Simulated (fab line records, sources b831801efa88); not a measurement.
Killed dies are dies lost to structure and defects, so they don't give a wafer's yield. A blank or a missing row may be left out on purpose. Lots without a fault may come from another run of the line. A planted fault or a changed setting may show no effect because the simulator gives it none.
Which tool did it? | flow sky130 | 13 lots, 39 wafers sampled, at 2 steps of a route of 708

WHAT THE GAUGES READ, wafer by wafer
SKY_SD_P_CD_MEAS_07: target cd 380 nm.
lot  | measured     | on        | cd_nm (nm)
L944 | day 26 12:50 | cd_sem-01 | 384.6 382.1 381.1
L945 | day 27 00:07 | cd_sem-02 | 377.7 378.8 377.1
L946 | day 27 05:10 | cd_sem-01 | 381.5 382.4 380.4
L947 | day 28 00:46 | cd_sem-02 | 382.2 383.0 379.9
L948 | day 28 03:16 | cd_sem-02 | 382.6 382.6 383.2
L949 | day 28 07:34 | cd_sem-02 | 381.3 382.1 381.9
L950 | day 28 16:44 | cd_sem-01 | 380.0 378.5 380.2
L951 | day 29 01:34 | cd_sem-01 | 380.7 382.6 381.9
L952 | day 29 13:54 | cd_sem-02 | 373.8 371.8 376.5
L954 | day 30 00:44 | cd_sem-02 | 413.3 408.7 410.2
L955 | day 30 04:23 | cd_sem-02 | 379.6 378.9 379.3
L962 | day 32 10:11 | cd_sem-01 | 378.2 378.4 377.0
L964 | day 33 03:58 | cd_sem-01 | 383.2 383.5 382.9

WHICH TOOL RAN EACH LOT (tool, then ch and the chambers of the sampled wafers, then the start)
lot  | SKY_SD_P_EXPOSE_04
L944 | iline_stepper-01 ch 0, day 25 22:53
L945 | iline_stepper-02 ch 0, day 26 10:05
L946 | iline_stepper-01 ch 0, day 26 14:30
L947 | iline_stepper-01 ch 0, day 27 10:37
L948 | iline_stepper-02 ch 0, day 27 13:26
L949 | iline_stepper-02 ch 0, day 27 17:03
L950 | iline_stepper-02 ch 0, day 28 02:55
L951 | iline_stepper-02 ch 0, day 28 11:45
L952 | iline_stepper-02 ch 0, day 29 00:08
L954 | iline_stepper-02 ch 0, day 29 11:24
L955 | iline_stepper-02 ch 0, day 29 15:11
L962 | iline_stepper-01 ch 0, day 31 20:35
L964 | iline_stepper-01 ch 0, day 32 14:54
- SKY_SD_P_EXPOSE_04: exposes mask PSDM, target cd 380 nm.

WHAT THE TOOLS THEMSELVES READ (means of the sampled wafers that have a number; where no wafer has one, the mark that the record gives instead)
The record holds no such reading with a usual standard deviation.

THE ANSWER, worked out from the rows above alone
Rule: what is usual is taken from the lots themselves. Put in order of their means at a reading, lots are off if they are a third of the lots or fewer, leave a main group of 4 or more, and stand apart from it by a gap of 3 or more times the standard deviation of the main group's means; of several such gaps the widest counts. A main group whose means are all the same, to the digits that the tables above print for the reading, isn't used. A lot without any number at a reading at which 4 lots or more have one is off too. The other lots that the step has rows for count as sound. The gauges are gone through in route order, then the tools' own readings, and for those a lot's mean is taken as printed above. The first step at which some lot is off is used, and at that step the reading that is off furthest; a lot without a number counts as furthest.
Off: L954, at SKY_SD_P_CD_MEAS_07 (cd_nm). The main group: mean 380.3 nm, standard deviation 2.6.
A tool fits if, at a process step before that reading, it ran every lot that is off, and no sound lot after the first of them. The gauges at SKY_SD_P_CD_MEAS_07 are tried like those tools. None of those tried fits.

WHAT THE SIMULATOR HAD PUT IN
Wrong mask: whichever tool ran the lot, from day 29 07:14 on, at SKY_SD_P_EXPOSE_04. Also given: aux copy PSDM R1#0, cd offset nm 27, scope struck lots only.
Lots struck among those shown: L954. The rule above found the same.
